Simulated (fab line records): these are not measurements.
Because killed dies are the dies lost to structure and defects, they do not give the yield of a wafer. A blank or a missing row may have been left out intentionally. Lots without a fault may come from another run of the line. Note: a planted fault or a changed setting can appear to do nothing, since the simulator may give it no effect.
Which of the tools did it? -- flow gf180mcu -- 18 wafers from 6 lots sampled at 3 of the route's 602 steps

## WHAT THE GAUGES SHOWED, per wafer
GF_SALICIDE_RS_MEAS_04: the measuring method here is four-point-probe.
lot,measured,on,SALICIDE_TIN_RS (ohm/sq)
L972,day 16 13:58,film metro-03,16.7 16.6 16.6
L975,day 17 15:27,film metro-03,19.1 19.2 18.9 19.1 19.2 18.8
L984,day 20 21:13,film metro-04,16.0 16.0 16.2
L987,day 21 21:28,film metro-03,17.1 16.8 16.7
L989,day 22 13:54,film metro-04,16.1 16.2 16.0
L991,day 23 02:19,film metro-02,16.8 16.7 16.4

## TOOL THAT RAN EACH LOT (tool first, then ch and the chambers of the sampled wafers, then the start)
lot,GF_STI_CMP_25,GF_SALICIDE_SPUTTER_03
L972,"cmp-02 ch 0,1, day 3 01:33","pvd sputter-03, day 16 13:52"
L975,"cmp-01 ch 0,2,3, day 3 15:06","pvd sputter-01, day 17 15:24"
L984,"cmp-02 ch 1,2,3, day 5 13:34","pvd sputter-02, day 20 21:11"
L987,"cmp-01 ch 1,2,3, day 6 04:29","pvd sputter-01, day 21 21:25"
L989,"cmp-02 ch 1,3, day 6 17:50","pvd sputter-02, day 22 13:52"
L991,"cmp-02 ch 1,2, day 7 01:38","pvd sputter-01, day 23 02:17"
- GF_STI_CMP_25: polishes, stops on Si3N4, t overpolish 33 s, target thk 524.6 nm.
- GF_SALICIDE_SPUTTER_03: material TiN, target thk 20 nm, time 16.7 s.

## THE ANSWER, worked out from the rows above alone
Rule: what is usual is taken from the lots themselves. Put in order of their means at a reading, lots are off if they are a third of the lots or fewer, leave a main group of 4 or more, and stand apart from it by a gap of 3 or more times the standard deviation of the main group's means; of several such gaps the widest counts. Not used: any main group whose means are identical at the precision the tables above print for the reading. Also off: a lot with no number at a reading for which 4 or more lots have one. The other lots that the step has rows for count as sound.
Off: L975, at GF_SALICIDE_RS_MEAS_04 (SALICIDE_TIN_RS). For the main group the mean is 16.5 ohm/sq and the standard deviation 0.32.
If a tool, at a process step before that reading, ran all the lots that are off and no sound lot after the first of them, it fits. The gauges at GF_SALICIDE_RS_MEAS_04 are tried like those tools. Not one of the candidates tried fits.

## WHAT HAD BEEN PUT IN BY THE SIMULATOR
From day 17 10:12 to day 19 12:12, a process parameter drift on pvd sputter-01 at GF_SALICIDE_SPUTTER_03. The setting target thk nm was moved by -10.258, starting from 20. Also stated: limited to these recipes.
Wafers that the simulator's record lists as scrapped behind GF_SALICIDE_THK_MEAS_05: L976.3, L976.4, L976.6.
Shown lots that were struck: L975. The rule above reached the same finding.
